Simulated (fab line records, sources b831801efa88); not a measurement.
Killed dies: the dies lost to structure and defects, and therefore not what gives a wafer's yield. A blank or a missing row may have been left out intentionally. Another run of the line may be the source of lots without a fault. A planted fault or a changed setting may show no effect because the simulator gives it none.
Struck lot and sound lot, side by side    flow gf180mcu    24 out of 602 route steps
Sound: wafers L158.2, L158.3, L158.5. Wafers L161.1, L161.2, L161.6 were the ones struck. The cause is given at the end.
Each step with rows lists, per side, the tool, then ch with its chambers, then its first start. Under that, the readings that differ: sound wafers    struck wafers    difference of the means    sigmas: that difference in standard deviations of wafers without a fault.
alike: a reading whose means differ by less than 2 such deviations, as well as words and numbers matching on both sides. not compared: withheld readings; readings where some wafer has no value; bounds like >300 that might hide an equal value; numbers whose values overlap and for which the record gives no deviation.
Wherever a step has rows on one side only, a row that says differs or no value, or a row with sigmas, the two part there. When numbers do not overlap yet have no deviation, they are printed without sigmas and do not part them. A reading that every wafer of one side lacks parts them only if that side has two wafers or more.

first, 7 steps without rows for these wafers: GF_STI_DEHYDRATE_05 (time 60 s); GF_STI_HMDS_06 (prime time 60 s); GF_STI_COAT_07 (resist thk 700 nm); GF_STI_SOFTBAKE_08 (time 60 s); GF_STI_EXPOSE_09 (exposes mask COMP, target cd 220 nm); GF_STI_PEB_10 (peb time 90 s); GF_STI_DEVELOP_11 (develop time 60 s).
GF_STI_CD_MEAS_12: target cd 220 nm.
  sound on cd sem-01, day 4 10:56; struck on cd sem-02, day 5 01:24
  alike: cd nm
GF_STI_ETCH_13: etches the open film in CHF3/O2, stops on Si, target depth 282.31 nm, time 112.9 s.
  sound on rie diel-02 ch 1,3, day 4 11:02; struck on rie diel-02 ch 0,1, day 5 01:31
  alike: O2_flow_sccm, drypump motor current A, oes product au, run length s, throttle valve pct
  not compared: rf hours counter h
GF_STI_ETCH_14: etches Si in HBr/Cl2/O2, target depth 360 nm, time 102.9 s.
  sound on rie si-02 ch 2,3, day 4 11:07; struck on rie si-02 ch 0,2, day 5 01:36
  alike: O2_flow_sccm, drypump motor current A, he backside leak sccm, oes product au, run length s, throttle valve pct
  not compared: rf hours counter h
GF_STI_STRIP_15: strips in O2/N2.
  sound on plasma asher-01 ch 0,1, day 4 11:11; struck on plasma asher-01 ch 0,1, day 5 01:40
reading                       sound           struck          difference  sigmas
strip time to endpoint s (s)  3.64 3.74 3.69  3.80 3.84 3.83  +0.13       +2
  alike: drypump motor current A, heater power w, o2 flow sccm, oes product au
  not compared: rf hours counter h
then, 1 step without rows for these wafers: GF_STI_CLEAN_16 (cleans in dHF, time 25 s).
GF_STI_WET_ETCH_17: etches Si3N4 in H3PO4, target depth 45 nm, time 514 s.
  sound on wet bench-03 ch 2, day 4 11:18; struck on wet bench-01 ch 3, day 5 01:47
reading                                sound              struck           difference  sigmas
run length s (s)                       540 540 540        215 215 215      -325        -88
model.Si3N4_of_STI_CVD_03.thk nm (nm)  162.5 163.1 162.1  185.5 185 186.4  +23.1       
  alike: bath heat duty pct
then, 4 steps without rows for these wafers: GF_STI_CLEAN_18 (cleans in SC1/SC2, time 150 s); GF_STI_CLEAN_19 (cleans in dHF, time 20 s); GF_STI_WET_ETCH_20 (etches SiO2 in dHF, target depth 20 nm, time 400 s); GF_STI_OXIDATION_21 (stabilise 600 s, purge 300 s, target thk 15 nm).
GF_STI_THK_MEAS_22:
  sound on film metro-02, day 4 12:49; struck on film metro-02, day 5 03:15
  alike: STI_OXIDATION_01_THK
then, 1 step without rows for these wafers: GF_STI_CVD_23 (deposits SiO2, target thk 650 nm, time 108.3 s).
GF_STI_THK_MEAS_24:
  sound on film metro-02, day 4 12:56; struck on film metro-02, day 5 03:23
  alike: STI_CVD_23_THK
GF_STI_CMP_25: polishes, stops on Si3N4, t overpolish 33 s, target thk 524.6 nm.
  sound on cmp-01 ch 1,3, day 4 13:02; struck on cmp-02 ch 0,1,3, day 5 03:33
  alike: edge zone pressure frac, motor current A, slurry flow ml min
GF_STI_WET_ETCH_26: etches SiO2 in dHF, target depth 94 nm, time 188 s.
  sound on wet bench-01 ch 0, day 4 13:17; struck on wet bench-01 ch 0, day 5 03:45
reading                                sound              struck             difference  sigmas
model.Si3N4_of_STI_CVD_03.thk nm (nm)  151.8 152.4 151.3  174.9 174.4 175.8  +23.2       
  alike: bath heat duty pct, run length s
then, 1 step without rows for these wafers: GF_STI_WET_ETCH_27 (etches Si3N4 in H3PO4, target depth 160 nm, time 1825 s).
-- the record jumps here: 28 days lie between the struck wafers' starts before and after (it left off in module STI and takes up again in module PASSIVATION, whose first step shown is number 602 of the route) --
GF_PASSIVATION_PROBE_99:
  sound on prober-01, day 32 19:22; struck on prober-02, day 33 10:53
reading                        sound           struck          difference  sigmas
model.etest.p drift.rs ohm sq  2384 2270 2260  2460 2439 2449  +145        
  not compared: model.etest.pwell in dnwell.line ohm um, model.etest.pwell in dnwell.rs ohm sq, model.etest.nwell.line ohm um, model.etest.nwell.rs ohm sq, model.etest.field n.vt v, model.etest.field p.vt v

WHERE THEY PART
Earliest at GF_STI_STRIP_15; latest, in this record, at GF_STI_WET_ETCH_17. Later steps at which nothing parts them and some readings are alike: GF_STI_THK_MEAS_22, GF_STI_THK_MEAS_24, GF_STI_CMP_25, GF_STI_WET_ETCH_26.

WHY: whatever the simulator had introduced
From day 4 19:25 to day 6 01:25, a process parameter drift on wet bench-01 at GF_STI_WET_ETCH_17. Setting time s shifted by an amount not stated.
